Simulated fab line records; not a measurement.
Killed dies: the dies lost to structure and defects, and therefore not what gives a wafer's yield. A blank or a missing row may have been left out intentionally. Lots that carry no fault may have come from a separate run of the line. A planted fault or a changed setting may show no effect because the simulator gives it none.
Which tool is to blame? -- flow gf180mcu -- 6 lots (18 wafers sampled), 1 step of a 602-step route

## WHAT EACH GAUGE READ, for each wafer
GF_STI_CD_MEAS_12 targets a cd of 220 nm.
lot,measured,on,cd nm (nm)
L431,day 2 08:36,cd sem-01,220.5 220.5 220.2
L434,day 2 23:55,cd sem-01,219.5 217.8 219.1
L437,day 3 14:56,cd sem-02,220.8 220.2 220.2
L439,day 3 23:29,cd sem-01,219.0 219.2 219.6
L443,day 4 20:50,cd sem-01,218.6 218.8 218.5
L451,day 6 13:42,cd sem-02,222.8 222.2 222.7

## WHAT TOOL EACH LOT RAN ON (gives the tool, then ch and the chambers of the sampled wafers, and finally the start)
Record: no process step prior to these readings.

## THE ANSWER, worked out from the rows above alone
Rule: what is usual is taken from the lots themselves. Put in order of their means at a reading, lots are off if they are a third of the lots or fewer, leave a main group of 4 or more, and stand apart from it by a gap of 3 or more times the standard deviation of the main group's means; of several such gaps the widest counts. Not used: any main group whose means are identical at the precision the tables above print for the reading. A lot without any number at a reading at which 4 lots or more have one is off too. Where the step has rows for the other lots, those lots are counted as sound.
Nothing can be told from this: no lot is off at any reading shown.

## WHAT THE SIMULATOR PUT IN
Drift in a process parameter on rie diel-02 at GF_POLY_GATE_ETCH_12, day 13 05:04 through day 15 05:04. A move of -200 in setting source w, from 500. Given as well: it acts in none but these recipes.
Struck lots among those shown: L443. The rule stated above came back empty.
